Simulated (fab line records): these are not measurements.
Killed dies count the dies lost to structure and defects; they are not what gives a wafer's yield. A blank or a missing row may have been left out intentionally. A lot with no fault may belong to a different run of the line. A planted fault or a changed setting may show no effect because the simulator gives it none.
Problem report, 8D (eight disciplines) form, completed by code + flow sky130 + the parts of the form that need people (team, actions taken, sign-off) are left out

== 1. THE ISSUE ==
Mean CONTACT_HDPCVD_THK at SKY_CONTACT_THK_MEAS_03: 446 nm over 3 wafers in 2 lots; fault-free wafers: 567 nm, standard deviation 5. That puts it -24 standard deviations away from the usual mean.
First observed at day 35 10:53: wafer L485.1, on filmMetro-03. At this step, 30 wafers from 10 lots have a number in the record. Rule for "out", or "out of limits": more than 4 standard deviations from the usual mean. Any other wafer with a number is counted as sound.

== 2. WHAT IT IS; WHAT IT IS NOT ==
| question                    | is                     | is not                                                                          |
|-----------------------------|------------------------|---------------------------------------------------------------------------------|
| which readings at this step | CONTACT_HDPCVD_THK     | -                                                                               |
| which lots                  | L485, L488             | L471, L472, L475, L476, L477, L478, L486, L487                                  |
| which wafers of those lots  | L485.1, L488.2, L488.5 | L485.3, L485.6, L488.3                                                          |
| read on which gauges        | filmMetro-03           | filmMetro-01, filmMetro-02                                                      |
| when                        | from day 35 10:53      | up to then (20 sound wafers); but 7 sound wafers of L486, L487, L488 came after |

== 3. THE SUSPECTS, EACH WITH WHAT RULES IT OUT ==
Counting: if a tool at a process step up to the reading ran every lot that is out, it stays a suspect. Sound lots after the first of them don't rule it out here, since some wafers of a struck lot are sound.
- the gauge at SKY_CONTACT_THK_MEAS_03 is ruled out. All the wafers that are out were read on filmMetro-03, but those of them that SKY_CONTACT_ETCH_17 has rows for are out there too, on other tools.
- hdpcvd-02 at SKY_CONTACT_HDPCVD_02 (deposits SiO2, target thk 565 nm, time 94.2 s): kept. It processed each lot that is out (first: L485, day 35 10:49); up to then, its last sound lot is L477 (day 33 19:11).
After counting, what remains is hdpcvd-02 at SKY_CONTACT_HDPCVD_02.

== 4. THE CAUSE (what the simulator had put in) ==
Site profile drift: hdpcvd-02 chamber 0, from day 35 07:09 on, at SKY_CONTACT_HDPCVD_02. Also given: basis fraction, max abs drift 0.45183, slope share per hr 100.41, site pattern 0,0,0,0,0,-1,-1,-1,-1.
After counting, this tool was the only one left.

== 5. THE CHAIN OF EFFECTS, in route order ==
Each row: a reading whose mean over the struck wafers that have a number lies more than 3 standard deviations from the usual. Readings are gone through only where the record gives a usual standard deviation; hours: the median, over the lots, of the time from a lot's start at the first step in this table giving one to that lot's start at this step; sigmas: the change measured in usual standard deviations.
| hours | step                    | reading            | usual      | on struck wafers | change | sigmas |
|-------|-------------------------|--------------------|------------|------------------|--------|--------|
| 0     | SKY_CONTACT_THK_MEAS_03 | CONTACT_HDPCVD_THK | 567 nm     | 446              | -121   | -24    |
| 28    | SKY_CONTACT_ETCH_17     | oesProductAu       | 0.892 a.u. | 0.724            | -0.168 | -36    |
| 330   | SKY_PAD_OPEN_PROBE_99   | killedAtContacts   | 24         | 81               | +57    | +11    |
| 330   | SKY_PAD_OPEN_PROBE_99   | killedDies         | 86         | 145              | +59    | +6.3   |
| 330   | SKY_PAD_OPEN_PROBE_99   | killedOnRim        | 17         | 70               | +53    | +14    |
The process steps in it:
- SKY_CONTACT_ETCH_17: etches SiO2 in C4F8/O2/Ar, stops on Si3N4, target depth 340 nm.
- SKY_PAD_OPEN_PROBE_99

== 6. WHAT WOULD HAVE CAUGHT IT SOONER ==
In this record the first reading out of limits at a measuring or inspecting step was taken at day 35 10:53, 4 hours after the fault began at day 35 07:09.
Among the 2 lots that are out, L488 began SKY_CONTACT_HDPCVD_02 on hdpcvd-02 after day 35 10:53. A hold on the tool at that time would have spared it.
